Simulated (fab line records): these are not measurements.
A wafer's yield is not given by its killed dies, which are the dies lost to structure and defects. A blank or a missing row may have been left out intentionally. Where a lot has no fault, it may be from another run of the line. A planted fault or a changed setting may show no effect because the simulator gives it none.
fab line records + flow sky130
record
- lots=5
- wafers=15
- last_day=49
route steps=708 shown VT_ADJUST_LVTN@111 VT_ADJUST_NCORE@119 VT_ADJUST_HVTR@131 PAD_OPEN@708
lots untouched by any fault: they come from a run of this same line in which no faults occurred
start_h: start of the lot's first displayed wafer, in hours after the record's first day + wait_h: hours elapsed since this lot's preceding step + " repeats the value in the row above + L1.1+2: one row covering several wafers at once + - no value, or no start was given + * or withheld: withheld + < > ~ a bound
route shown NAME@n: names a module that has steps shown in the file, with the first one's number in the route + usual: mean/standard deviation of fault-free wafers + same: alike in all rows + chamber/n: place in a boat + sites: the reading at each site + _std_site: standard deviation of those values + _edge_site: mean of outer sites minus mean of inner sites + radius_mm: for every site, how far away it sits from the centre of the wafer + mask NAME#n: copy n + behind: the tool/chamber that last shaped the wafer + hold: reason for holding the lot/hours on hold/outcome of the hold + device: names the non-switching transistor (n, p or np) + end of line: tests of these same wafers at the route's end + where a step has no rows: the recipe by itself + killed: dies that structure and defects cost at the first sort, which is not the same as the wafer's yield + map: the dies of a wafer, with x for killed, . for not killed, _ for no die there
set.NAME: the setting that was run; set.NAME@STEP: the one run at that earlier step + model.NAME: the simulator's own value behind a step, which no gauge read
lots at some steps of the route; a table a step, a row a wafer
services: the hour from which a tool's chamber was out of use, counted from the record's first day as start_h (under 0 if before that day), plus the number of hours and why
## steps
# step SKY_VT_ADJUST_LVTN_SOFTBAKE_14
# recipe
- temp_c=90
- time_s=60
- resist=NOVOLAK
# step SKY_VT_ADJUST_LVTN_EXPOSE_15
# recipe
- mask_id=HVN_STD_DERIVED
- na=0.6
- source_shape=conventional
- sigma_outer=0.6
- polarization=unpolarized
- target_cd_nm=600
- dose_mj=163
# step SKY_VT_ADJUST_LVTN_PEB_16
# recipe
- temp_c=withheld
- time_s=*
- resist=NOVOLAK
# step SKY_VT_ADJUST_LVTN_DEVELOP_17
# recipe
- resist=NOVOLAK
- developer=TMAH
- develop_time_s=60
- dev_temp_c=23
# step SKY_VT_ADJUST_LVTN_OVL_MEAS_18
# usual
- VT_ADJUST_LVTN_01_OVL=0.0/1.4
| lot.wafer | tool       | chamber | start_h | wait_h | VT_ADJUST_LVTN_01_OVL[nm] |
|-----------|------------|---------|---------|--------|---------------------------|
| L350.1    | overlay-01 | -       | 175.75  | 0.1    | 0.1                       |
| L350.4    | "          | -       | "       | "      | -2.1                      |
| L350.5    | "          | -       | "       | "      | -0.8                      |
| L355.4    | overlay-01 | -       | 210.41  | 0.1    | 0.8                       |
| L355.5    | "          | -       | "       | "      | 1.6                       |
| L355.6    | "          | -       | "       | "      | 2.2                       |
| L360.1    | overlay-01 | -       | 240.74  | 0.1    | -1.9                      |
| L360.3    | "          | -       | "       | "      | 1.2                       |
| L360.4    | "          | -       | "       | "      | 1.2                       |
| L364.1    | overlay-02 | -       | 277.39  | 0.1    | -2.0                      |
| L364.5    | "          | -       | "       | "      | 0.5                       |
| L364.6    | "          | -       | "       | "      | 0.4                       |
| L367.2    | overlay-01 | -       | 296.99  | 0.1    | 0.0                       |
| L367.3    | "          | -       | "       | "      | -2.0                      |
| L367.4    | "          | -       | "       | "      | -1.3                      |
# step SKY_VT_ADJUST_LVTN_IMPLANT_19
# recipe
- species=B
- energy_kev=30
- dose_cm2=6.5e+11
- tilt_deg=withheld
# step SKY_VT_ADJUST_LVTN_STRIP_20
# recipe
- chemistry=O2/N2
- power_w=1400
- pressure_mtorr=1500
- platen_temp_c=withheld
- o2_flow_sccm=3000
- n2_flow_sccm=300
- overash_fraction=0.5
# usual
- drypump_motor_current_A=5.7/0.45
- oes_product_au=0.716/0.0045
- strip_time_to_endpoint_s=14.19/0.046
| lot.wafer | tool            | chamber | start_h | wait_h | drypump_motor_current_A | oes_product_au | rf_hours_counter_h | strip_time_to_endpoint_s |
|-----------|-----------------|---------|---------|--------|-------------------------|----------------|--------------------|--------------------------|
| L350.1    | plasma_asher-01 | 1       | 175.94  | 0.1    | 5.4                     | 0.710          | 37                 | 14.23                    |
| L350.4    | "               | 1       | "       | "      | 5.4                     | 0.713          | -                  | 14.24                    |
| L350.5    | "               | 1       | "       | "      | 5.4                     | 0.721          | -                  | 14.21                    |
| L355.4    | plasma_asher-02 | 0       | 210.61  | 0.1    | 5.6                     | 0.711          | -                  | 14.21                    |
| L355.5    | "               | 1       | "       | "      | 5.6                     | 0.714          | -                  | 14.17                    |
| L355.6    | "               | 0       | "       | "      | 5.6                     | 0.714          | -                  | 14.19                    |
| L360.1    | plasma_asher-03 | 0       | 240.92  | 0.1    | 5.7                     | 0.715          | 54                 | 14.28                    |
| L360.3    | "               | 0       | "       | "      | 5.7                     | 0.718          | -                  | 14.27                    |
| L360.4    | "               | 1       | "       | "      | 6.7                     | 0.713          | -                  | 14.26                    |
| L364.1    | plasma_asher-02 | 0       | 277.57  | 0.1    | 5.6                     | 0.711          | 16                 | 14.13                    |
| L364.5    | "               | 0       | "       | "      | 5.6                     | 0.714          | -                  | 14.14                    |
| L364.6    | "               | 1       | "       | "      | 5.7                     | 0.721          | -                  | 14.13                    |
| L367.2    | plasma_asher-01 | 0       | 297.17  | 0.1    | 5.3                     | 0.719          | 49                 | 14.21                    |
| L367.3    | "               | 1       | "       | "      | 5.5                     | 0.714          | -                  | 14.22                    |
| L367.4    | "               | 0       | "       | "      | 5.3                     | 0.723          | -                  | 14.16                    |
# step SKY_VT_ADJUST_LVTN_TW_MEAS_21
# usual
- VT_ADJUST_LVTN_2_TW=188.3/3
| lot.wafer | tool          | chamber | start_h | wait_h | VT_ADJUST_LVTN_2_TW |
|-----------|---------------|---------|---------|--------|---------------------|
| L350.1    | film_metro-04 | -       | 176.04  | 0.1    | 192.6               |
| L350.4    | "             | -       | "       | "      | 192.7               |
| L350.5    | "             | -       | "       | "      | 192.8               |
| L355.4    | film_metro-01 | -       | 210.70  | 0.1    | 188.0               |
| L355.5    | "             | -       | "       | "      | 188.8               |
| L355.6    | "             | -       | "       | "      | 186.8               |
| L360.1    | film_metro-04 | -       | 241.02  | 0.1    | 192.4               |
| L360.3    | "             | -       | "       | "      | 193.1               |
| L360.4    | "             | -       | "       | "      | 193.0               |
| L364.1    | film_metro-01 | -       | 277.67  | 0.1    | 187.5               |
| L364.5    | "             | -       | "       | "      | 187.3               |
| L364.6    | "             | -       | "       | "      | 187.3               |
| L367.2    | film_metro-04 | -       | 297.28  | 0.1    | 190.3               |
| L367.3    | "             | -       | "       | "      | 190.4               |
| L367.4    | "             | -       | "       | "      | 190.3               |
# step SKY_VT_ADJUST_NCORE_DEHYDRATE_00
# recipe
- temp_c=200
- time_s=60
# step SKY_VT_ADJUST_NCORE_HMDS_01
# recipe
- prime_time_s=60
- prime_temp_c=120
# step SKY_VT_ADJUST_NCORE_COAT_02
# recipe
- resist=NOVOLAK
- spin_rpm=3000
- resist_thk_nm=1140
# step SKY_VT_ADJUST_NCORE_SOFTBAKE_03
# recipe
- temp_c=90
- time_s=60
- resist=NOVOLAK
# step SKY_VT_ADJUST_NCORE_EXPOSE_04
# recipe
- mask_id=LVTN_COMPLEMENT_THIN
- na=0.6
- source_shape=conventional
- sigma_outer=0.6
- polarization=unpolarized
- target_cd_nm=380
- dose_mj=139
# usual
- exposure_dose_mJ_cm2=138.94/0.15
- focus_offset_nm=0.1/0.47
| lot.wafer | tool             | chamber | start_h | wait_h | mask                   | exposure_dose_mJ_cm2 | focus_offset_nm |
|-----------|------------------|---------|---------|--------|------------------------|----------------------|-----------------|
| L350.1    | iline_stepper-01 | 0       | 186.48  | -      | LVTN_COMPLEMENT_THIN#0 | 139.06               | 0.2             |
| L350.4    | "                | 0       | "       | "      | LVTN_COMPLEMENT_THIN#0 | 139.17               | -0.2            |
| L350.5    | "                | 0       | "       | "      | LVTN_COMPLEMENT_THIN#0 | 139.24               | 0.6             |
| L355.4    | iline_stepper-02 | 0       | 222.72  | -      | LVTN_COMPLEMENT_THIN#0 | 138.87               | -0.7            |
| L355.5    | "                | 0       | "       | "      | LVTN_COMPLEMENT_THIN#0 | 138.85               | -0.5            |
| L355.6    | "                | 0       | "       | "      | LVTN_COMPLEMENT_THIN#0 | 138.89               | 0.1             |
| L360.1    | iline_stepper-01 | 0       | 253.15  | -      | HVN_STD_DERIVED#0      | 139.07               | 0.9             |
| L360.3    | "                | 0       | "       | "      | HVN_STD_DERIVED#0      | 138.92               | 0.8             |
| L360.4    | "                | 0       | "       | "      | HVN_STD_DERIVED#0      | 139.02               | 0.8             |
| L364.1    | iline_stepper-01 | 0       | 290.20  | -      | LVTN_COMPLEMENT_THIN#0 | 138.72               | -0.3            |
| L364.5    | "                | 0       | "       | "      | LVTN_COMPLEMENT_THIN#0 | 138.74               | 0.8             |
| L364.6    | "                | 0       | "       | "      | LVTN_COMPLEMENT_THIN#0 | 138.80               | 1.0             |
| L367.2    | iline_stepper-01 | 0       | 309.85  | -      | LVTN_COMPLEMENT_THIN#0 | 138.82               | 0.3             |
| L367.3    | "                | 0       | "       | "      | LVTN_COMPLEMENT_THIN#0 | 138.80               | -0.1            |
| L367.4    | "                | 0       | "       | "      | LVTN_COMPLEMENT_THIN#0 | 138.91               | -0.5            |
# step SKY_VT_ADJUST_NCORE_PEB_05
# recipe
- temp_c=withheld
- time_s=*
- resist=NOVOLAK
# step SKY_VT_ADJUST_NCORE_DEVELOP_06
# recipe
- resist=NOVOLAK
- developer=TMAH
- develop_time_s=60
- dev_temp_c=23
# step SKY_VT_ADJUST_NCORE_CD_MEAS_07
# recipe
- target_cd_nm=380
# usual
- cd_nm=379.3/2.9
| lot.wafer | tool      | chamber | start_h | wait_h | cd_nm |
|-----------|-----------|---------|---------|--------|-------|
| L350.1    | cd_sem-02 | -       | 196.60  | 0.1    | 381.9 |
| L350.4    | "         | -       | "       | "      | 381.9 |
| L350.5    | "         | -       | "       | "      | 383.0 |
| L355.4    | cd_sem-01 | -       | 233.70  | 0.1    | 382.3 |
| L355.5    | "         | -       | "       | "      | 379.3 |
| L355.6    | "         | -       | "       | "      | 381.9 |
| L360.1    | cd_sem-01 | -       | 264.10  | 0.1    | -     |
| L360.3    | "         | -       | "       | "      | -     |
| L360.4    | "         | -       | "       | "      | -     |
| L364.1    | cd_sem-01 | -       | 302.90  | 0.1    | 378.8 |
| L364.5    | "         | -       | "       | "      | 380.1 |
| L364.6    | "         | -       | "       | "      | 379.8 |
| L367.2    | cd_sem-02 | -       | 323.31  | 0.1    | 380.4 |
| L367.3    | "         | -       | "       | "      | 381.3 |
| L367.4    | "         | -       | "       | "      | 381.6 |
# step SKY_VT_ADJUST_NCORE_OVL_MEAS_08
# usual
- VT_ADJUST_NCORE_OVL=0.4/1.2
| lot.wafer | tool       | chamber | start_h | wait_h | VT_ADJUST_NCORE_OVL[nm] |
|-----------|------------|---------|---------|--------|-------------------------|
| L350.1    | overlay-02 | -       | 196.72  | 0.1    | 0.5                     |
| L350.4    | "          | -       | "       | "      | -0.2                    |
| L350.5    | "          | -       | "       | "      | 1.2                     |
| L355.4    | overlay-02 | -       | 233.78  | 0.1    | 0.2                     |
| L355.5    | "          | -       | "       | "      | -1.1                    |
| L355.6    | "          | -       | "       | "      | 0.1                     |
| L360.1    | overlay-01 | -       | 264.22  | 0.1    | -                       |
| L360.3    | "          | -       | "       | "      | -                       |
| L360.4    | "          | -       | "       | "      | -                       |
| L364.1    | overlay-02 | -       | 303.02  | 0.1    | -1.2                    |
| L364.5    | "          | -       | "       | "      | 0.2                     |
| L364.6    | "          | -       | "       | "      | -1.5                    |
| L367.2    | overlay-02 | -       | 323.41  | 0.1    | -0.2                    |
| L367.3    | "          | -       | "       | "      | -0.8                    |
| L367.4    | "          | -       | "       | "      | -1.6                    |
# step SKY_VT_ADJUST_NCORE_IMPLANT_09
# recipe
- species=B
- energy_kev=10
- dose_cm2=2.4e+12
- tilt_deg=withheld
# step SKY_VT_ADJUST_NCORE_STRIP_10
# recipe
- chemistry=O2/N2
- power_w=1400
- pressure_mtorr=1500
- platen_temp_c=withheld
- o2_flow_sccm=3000
- n2_flow_sccm=300
- overash_fraction=0.5
# usual
- drypump_motor_current_A=6.1/0.47
- oes_product_au=0.716/0.0047
- strip_time_to_endpoint_s=14.18/0.042
| lot.wafer | tool            | chamber | start_h | wait_h | drypump_motor_current_A | oes_product_au | rf_hours_counter_h | strip_time_to_endpoint_s |
|-----------|-----------------|---------|---------|--------|-------------------------|----------------|--------------------|--------------------------|
| L350.1    | plasma_asher-03 | 0       | 196.91  | 0.1    | 5.7                     | 0.725          | 50                 | 14.13                    |
| L350.4    | "               | 0       | "       | "      | 5.7                     | 0.720          | -                  | 14.14                    |
| L350.5    | "               | 0       | "       | "      | 5.7                     | 0.722          | -                  | 14.13                    |
| L355.4    | plasma_asher-03 | 0       | 233.98  | 0.1    | 5.7                     | 0.720          | -                  | 14.14                    |
| L355.5    | "               | 1       | "       | "      | 6.7                     | 0.719          | -                  | 14.17                    |
| L355.6    | "               | 0       | "       | "      | 5.7                     | 0.710          | -                  | 14.18                    |
| L360.1    | plasma_asher-04 | 1       | 264.41  | 0.1    | 6.3                     | 0.705          | 56                 | 14.21                    |
| L360.3    | "               | 1       | "       | "      | 6.3                     | 0.716          | -                  | 14.21                    |
| L360.4    | "               | 0       | "       | "      | 6.2                     | 0.715          | -                  | 14.20                    |
| L364.1    | plasma_asher-03 | 1       | 303.21  | 0.1    | 6.7                     | 0.722          | 60                 | 14.20                    |
| L364.5    | "               | 0       | "       | "      | 5.7                     | 0.714          | -                  | 14.17                    |
| L364.6    | "               | 1       | "       | "      | 6.7                     | 0.720          | -                  | 14.17                    |
| L367.2    | plasma_asher-04 | 1       | 323.59  | 0.1    | 6.3                     | 0.722          | 62                 | 14.26                    |
| L367.3    | "               | 0       | "       | "      | 6.2                     | 0.717          | -                  | 14.20                    |
| L367.4    | "               | 1       | "       | "      | 6.3                     | 0.716          | -                  | 14.25                    |
# step SKY_VT_ADJUST_NCORE_TW_MEAS_11
# usual
- VT_ADJUST_NCORE_TW=220.2/2.5
| lot.wafer | tool          | chamber | start_h | wait_h | VT_ADJUST_NCORE_TW |
|-----------|---------------|---------|---------|--------|--------------------|
| L350.1    | film_metro-04 | -       | 197.01  | 0.1    | 223.4              |
| L350.4    | "             | -       | "       | "      | 225.2              |
| L350.5    | "             | -       | "       | "      | 224.6              |
| L355.4    | film_metro-01 | -       | 234.10  | 0.1    | 219.3              |
| L355.5    | "             | -       | "       | "      | 220.0              |
| L355.6    | "             | -       | "       | "      | 218.5              |
| L360.1    | film_metro-04 | -       | 264.51  | 0.1    | 30.3               |
| L360.3    | "             | -       | "       | "      | 30.2               |
| L360.4    | "             | -       | "       | "      | 30.5               |
| L364.1    | film_metro-02 | -       | 303.31  | 0.1    | 219.1              |
| L364.5    | "             | -       | "       | "      | 218.9              |
| L364.6    | "             | -       | "       | "      | 217.7              |
| L367.2    | film_metro-02 | -       | 323.70  | 0.1    | 217.2              |
| L367.3    | "             | -       | "       | "      | 217.5              |
| L367.4    | "             | -       | "       | "      | 216.9              |
# step SKY_VT_ADJUST_HVTR_DEHYDRATE_00
# recipe
- temp_c=200
- time_s=60
# step SKY_PAD_OPEN_PROBE_99
# usual
- killed_at_M0_to_M3=42/7
- killed_at_M4_up=3.2/1.6
- killed_at_contacts=24/5.8
- killed_at_front_end=16/4.3
- killed_at_other=0.3/0.62
- killed_dies=86/9.5
- killed_on_rim=17/3.7
- killed_open=46/6.4
- killed_short=39/6.3
# same
- gross_dies=492
- killed_at_back_side=0
| lot.wafer | tool      | chamber | start_h | wait_h | killed_at_M0_to_M3 | killed_at_M4_up | killed_at_contacts | killed_at_front_end | killed_at_other | killed_dies | killed_on_rim | killed_open | killed_short | model.etest.pfet_16v.r_on_ohm_um | model.etest.nfet_16v.r_on_ohm_um | model.etest.pfet_g5v0d10v5.r_on_ohm_um | model.etest.tip_p.rs_ohm_sq | model.etest.pfet_01v8.r_on_ohm_um | model.etest.tip_p_5v.rs_ohm_sq | model.etest.pfet_g5v0d10v5.drive_ua_um | model.etest.nfet_01v8.drive_ua_um |
|-----------|-----------|---------|---------|--------|--------------------|-----------------|--------------------|---------------------|-----------------|-------------|---------------|-------------|--------------|----------------------------------|----------------------------------|----------------------------------------|-----------------------------|-----------------------------------|--------------------------------|----------------------------------------|-----------------------------------|
| L350.1    | prober-02 | -       | 1092.06 | 0.1    | 38                 | 3               | 16                 | 17                  | 0               | 74          | 14            | 38          | 35           | 1.541e+04                        | 1.431e+04                        | 4726                                   | 6832                        | 2791                              | 2904                           | 337.9                                  | 510.8                             |
| L350.4    | prober-02 | -       | 1092.21 | 0.2    | 52                 | 2               | 25                 | 14                  | 1               | 94          | 18            | 53          | 41           | 1.525e+04                        | 1.445e+04                        | 4745                                   | 6800                        | 2798                              | 2884                           | 337.5                                  | 518.1                             |
| L350.5    | prober-02 | -       | 1092.26 | 0.2    | 53                 | 0               | 20                 | 18                  | 0               | 91          | 22            | 54          | 37           | 1.546e+04                        | 1.42e+04                         | 4790                                   | 6773                        | 2899                              | 2882                           | 338.1                                  | 508                               |
| L355.4    | prober-01 | -       | 1121.85 | 0.2    | 30                 | 5               | 26                 | 17                  | 0               | 78          | 15            | 41          | 37           | 1.548e+04                        | 1.401e+04                        | 4817                                   | 6954                        | 2843                              | 2894                           | 334.6                                  | 530.5                             |
| L355.5    | prober-01 | -       | 1121.90 | 0.2    | 38                 | 1               | 23                 | 11                  | 0               | 73          | 19            | 38          | 35           | 1.511e+04                        | 1.395e+04                        | 4762                                   | 7006                        | 2974                              | 2897                           | 336.3                                  | 502.7                             |
| L355.6    | prober-01 | -       | 1121.95 | 0.2    | 41                 | 4               | 22                 | 21                  | 0               | 88          | 19            | 42          | 46           | 1.581e+04                        | 1.395e+04                        | 4733                                   | 6956                        | 2968                              | 2884                           | 338.1                                  | 500.9                             |
| L360.1    | prober-02 | -       | 1147.97 | 0.1    | 40                 | 4               | 30                 | 418                 | 0               | 492         | 96            | 51          | 43           | 1.693e+04                        | 1.239e+04                        | 6037                                   | 7723                        | 3327                              | 3116                           | 247.1                                  | 585.4                             |
| L360.3    | prober-02 | -       | 1148.07 | 0.2    | 49                 | 1               | 27                 | 415                 | 0               | 492         | 96            | 53          | 39           | 1.742e+04                        | 1.254e+04                        | 6088                                   | 7767                        | 3485                              | 3099                           | 242.4                                  | 584.7                             |
| L360.4    | prober-02 | -       | 1148.12 | 0.2    | 30                 | 7               | 23                 | 432                 | 0               | 492         | 96            | 45          | 33           | 1.696e+04                        | 1.226e+04                        | 6052                                   | 7660                        | 3456                              | 3125                           | 243.9                                  | 574.8                             |
| L364.1    | prober-02 | -       | 1173.56 | 0.1    | 45                 | 5               | 28                 | 7                   | 0               | 85          | 17            | 49          | 36           | 1.524e+04                        | 1.405e+04                        | 4754                                   | 6998                        | 2852                              | 2858                           | 340                                    | 488.2                             |
| L364.5    | prober-02 | -       | 1173.76 | 0.2    | 39                 | 3               | 20                 | 17                  | 0               | 79          | 19            | 45          | 34           | 1.54e+04                         | 1.391e+04                        | 4714                                   | 6925                        | 2821                              | 2854                           | 345                                    | 490.9                             |
| L364.6    | prober-02 | -       | 1173.81 | 0.2    | 28                 | 2               | 31                 | 16                  | 0               | 77          | 15            | 35          | 42           | 1.523e+04                        | 1.402e+04                        | 4733                                   | 6940                        | 2843                              | 2889                           | 344.4                                  | 486.1                             |
| L367.2    | prober-01 | -       | 1187.22 | 0.1    | 41                 | 2               | 21                 | 12                  | 0               | 76          | 16            | 49          | 27           | 1.521e+04                        | 1.401e+04                        | 4808                                   | 6752                        | 2900                              | 2838                           | 342.2                                  | 500.6                             |
| L367.3    | prober-01 | -       | 1187.27 | 0.2    | 40                 | 4               | 29                 | 23                  | 0               | 96          | 27            | 47          | 49           | 1.57e+04                         | 1.415e+04                        | 4802                                   | 6750                        | 2945                              | 2858                           | 338.3                                  | 498.3                             |
| L367.4    | prober-01 | -       | 1187.32 | 0.2    | 43                 | 4               | 31                 | 17                  | 2               | 97          | 19            | 47          | 50           | 1.522e+04                        | 1.418e+04                        | 4873                                   | 6851                        | 3010                              | 2843                           | 335.3                                  | 481.8                             |
# killed by level:class
L350.1 VIA2:geometric_particle:open=10 POLY_GATE:geometric_particle:short=8 POLY_GATE:geometric_particle:open=6 CONTACT:geometric_particle:open=6 VIA1:geometric_particle:open=6 VIA1:geometric_particle:short=4 VIA3:geometric_particle:open=4 LOCAL_INTERCONNECT:geometric_particle:short=3
L350.4 VIA1:geometric_particle:open=14 VIA2:geometric_particle:open=8 VIA3:geometric_particle:open=8 CONTACT:geometric_particle:open=6 VIA1:geometric_particle:short=6 POLY_GATE:geometric_particle:open=5 LI_CONTACT:geometric_particle:open=5 METAL1:geometric_particle:short=5
L350.5 VIA3:geometric_particle:open=12 VIA1:geometric_particle:open=11 VIA2:geometric_particle:open=9 CONTACT:geometric_particle:open=7 FIELD_ISO:geometric_particle:short=5 POLY_GATE:geometric_particle:short=5 LI_CONTACT:geometric_particle:open=5 METAL1:geometric_particle:short=5
L355.4 VIA2:geometric_particle:open=9 LI_CONTACT:geometric_particle:open=7 CONTACT:geometric_particle:open=6 POLY_GATE:geometric_particle:short=5 LOCAL_INTERCONNECT:geometric_particle:short=5 FIELD_ISO:geometric_particle:open=4 POLY_GATE:geometric_particle:open=4 CONTACT:geometric_particle:short=4
L355.5 VIA3:geometric_particle:open=9 CONTACT:geometric_particle:open=7 FIELD_ISO:geometric_particle:short=6 LOCAL_INTERCONNECT:geometric_particle:short=5 CONTACT:geometric_particle:short=5 VIA2:geometric_particle:open=5 VIA1:geometric_particle:open=5 LI_CONTACT:geometric_particle:open=4
L355.6 LI_CONTACT:geometric_particle:open=10 FIELD_ISO:geometric_particle:short=8 METAL1:geometric_particle:short=7 VIA2:geometric_particle:open=6 METAL2:geometric_particle:short=5 VIA1:geometric_particle:open=5 VIA3:geometric_particle:open=5 POLY_GATE:geometric_particle:short=4
L360.1 VT_ADJUST_NCORE:area_expose=398 VIA1:geometric_particle:open=13 CONTACT:geometric_particle:open=11 LI_CONTACT:geometric_particle:open=8 POLY_GATE:geometric_particle:short=7 VIA2:geometric_particle:open=7 VIA1:geometric_particle:short=6 LOCAL_INTERCONNECT:geometric_particle:short=5
L360.3 VT_ADJUST_NCORE:area_expose=399 VIA1:geometric_particle:open=12 CONTACT:geometric_particle:short=11 VIA3:geometric_particle:open=11 VIA2:geometric_particle:open=7 CONTACT:geometric_particle:open=7 METAL1:geometric_particle:short=5 VIA1:geometric_particle:short=5
L360.4 VT_ADJUST_NCORE:area_expose=414 CONTACT:geometric_particle:open=10 LI_CONTACT:geometric_particle:open=7 VIA1:geometric_particle:open=6 VIA2:geometric_particle:open=6 POLY_GATE:geometric_particle:open=5 METAL1:geometric_particle:short=5 VIA1:geometric_particle:short=4
L364.1 VIA1:geometric_particle:open=14 LI_CONTACT:geometric_particle:open=8 CONTACT:geometric_particle:open=8 LOCAL_INTERCONNECT:geometric_particle:short=6 VIA3:geometric_particle:open=6 VIA2:geometric_particle:open=5 METAL1:geometric_particle:short=4 CONTACT:geometric_particle:short=3
L364.5 VIA1:geometric_particle:open=10 LI_CONTACT:geometric_particle:open=8 VIA3:geometric_particle:open=7 POLY_GATE:geometric_particle:open=5 FIELD_ISO:geometric_particle:short=4 POLY_GATE:geometric_particle:short=4 CONTACT:geometric_particle:short=4 METAL3:geometric_particle:short=4
L364.6 CONTACT:geometric_particle:open=11 CONTACT:geometric_particle:short=10 FIELD_ISO:geometric_particle:short=6 FIELD_ISO:geometric_particle:open=6 METAL1:geometric_particle:short=6 LI_CONTACT:geometric_particle:short=5 VIA1:geometric_particle:open=4 METAL2:geometric_particle:short=4
L367.2 VIA1:geometric_particle:open=12 CONTACT:geometric_particle:open=10 VIA3:geometric_particle:open=6 LI_CONTACT:geometric_particle:open=5 VIA2:geometric_particle:open=5 FIELD_ISO:geometric_particle:short=4 METAL1:geometric_particle:short=4 METAL2:geometric_particle:short=4
L367.3 VIA1:geometric_particle:open=12 CONTACT:geometric_particle:open=9 FIELD_ISO:geometric_particle:open=7 CONTACT:geometric_particle:short=7 POLY_GATE:geometric_particle:short=6 LI_CONTACT:geometric_particle:short=6 VIA1:geometric_particle:short=6 VIA3:geometric_particle:open=5
L367.4 CONTACT:geometric_particle:open=9 VIA1:geometric_particle:open=9 CONTACT:geometric_particle:short=8 VIA3:geometric_particle:open=7 LI_CONTACT:geometric_particle:open=5 FIELD_ISO:geometric_particle:short=5 LI_CONTACT:geometric_particle:short=5 METAL1:geometric_particle:short=5
# map L360.1 (x killed, . not)
__________xxxxxxxxxx_________
________xxxxxxxxxxxxxx_______
______xxxxxxxxxxxxxxxxxx_____
_____xxxxxxxxxxxxxxxxxxxx____
____xxxxxxxxxxxxxxxxxxxxxx___
___xxxxxxxxxxxxxxxxxxxxxxxx__
__xxxxxxxxxxxxxxxxxxxxxxxxxx_
_xxxxxxxxxxxxxxxxxxxxxxxxxxxx
_xxxxxxxxxxxxxxxxxxxxxxxxxxxx
_xxxxxxxxxxxxxxxxxxxxxxxxxxxx
_xxxxxxxxxxxxxxxxxxxxxxxxxxxx
_xxxxxxxxxxxxxxxxxxxxxxxxxxxx
_xxxxxxxxxxxxxxxxxxxxxxxxxxxx
_xxxxxxxxxxxxxxxxxxxxxxxxxxxx
_xxxxxxxxxxxxxxxxxxxxxxxxxxxx
__xxxxxxxxxxxxxxxxxxxxxxxxxx_
___xxxxxxxxxxxxxxxxxxxxxxxx__
____xxxxxxxxxxxxxxxxxxxxxx___
_____xxxxxxxxxxxxxxxxxxxx____
______xxxxxxxxxxxxxxxxxx_____
________xxxxxxxxxxxxxx_______
__________xxxxxxxxxx_________
# map L350.4 (x killed, . not)
__________....xx..x._________
________....x.x....x.._______
______.x..x............._____
_____.......x.........x..____
____..x.......x.......xx..___
___.............x.......x..__
__.x.x...xx..x....x......x.x_
_..x.xx....x...xx...x...x..x.
_..xx...x..x......x........x.
_.xx.....x..x.....x...x..x...
_x..x.x...x.....x.....x......
_x..x.....x..........xx...x.x
_...x.x...............x......
_......x......x...x....x....x
_.......x...x.........xx.....
__......x..................._
___........x.........x..x..__
____x....xx......x......x.___
_____.........x......x...____
______x.....xx..x..x...._____
________..xx.xx...x..._______
__________..x.....x._________
## services
| tool             | chamber | start_h | hours | kind        |
|------------------|---------|---------|-------|-------------|
| plasma_asher-01  | -       | 197.43  | 0.6   | repair      |
| iline_stepper-01 | -       | 198.61  | 1.7   | pm          |
| iline_stepper-01 | -       | 217.94  | 3.1   | repair      |
| plasma_asher-04  | -       | 221.81  | 3.4   | repair      |
| plasma_asher-04  | -       | 254.66  | 2.0   | repair      |
| iline_stepper-02 | -       | 293.77  | 1.7   | pm          |
| iline_stepper-01 | 0       | 302.69  | -     | calibration |
| plasma_asher-01  | -       | 311.64  | 1.0   | repair      |
| plasma_asher-02  | -       | 317.39  | 109.0 | repair      |
## key
first_sign
- step=SKY_VT_ADJUST_NCORE_EXPOSE_04
- reading=mask
- direction=changed
effect
- step=SKY_VT_ADJUST_NCORE_CD_MEAS_07
- reading=cd_nm
- direction=missing
effect
- step=SKY_VT_ADJUST_NCORE_OVL_MEAS_08
- reading=VT_ADJUST_NCORE_OVL
- direction=missing
effect
- step=SKY_VT_ADJUST_NCORE_TW_MEAS_11
- reading=VT_ADJUST_NCORE_TW
- direction=down
- sigmas=77
- usual=220.2
- struck=30.4
effect
- step=SKY_PAD_OPEN_PROBE_99
- reading=killed_at_front_end
- direction=up
- sigmas=94
- usual=16
- struck=422
model_effect
- step=SKY_PAD_OPEN_PROBE_99
- value=etest.pfet_16v.r_on_ohm_um
- without=1.545e+04
- struck=1.71e+04
more_kills_born_at
- SKY_VT_ADJUST_NCORE_EXPOSE_04@iline_stepper-01=1211
met_at SKY_VT_ADJUST_NCORE_EXPOSE_04
struck_wafers L360.1,L360.3,L360.4
tester_left_out L360
onset_between 186.48 253.15
fault
- kind=wrong_mask
- tool=any
- chamber=-
- onset_h=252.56
- steps=SKY_VT_ADJUST_NCORE_EXPOSE_04
- aux_copy=HVN_STD_DERIVED#0
- scope=struck_lots_only
# tester_left_out: of these lots the tester's yield and bins aren't shown, on N5 and GAA mostly nor the transistor test; their killed dies are dies lost to structure and defects alone, not to doping, threshold or leakage, so they don't give the yield
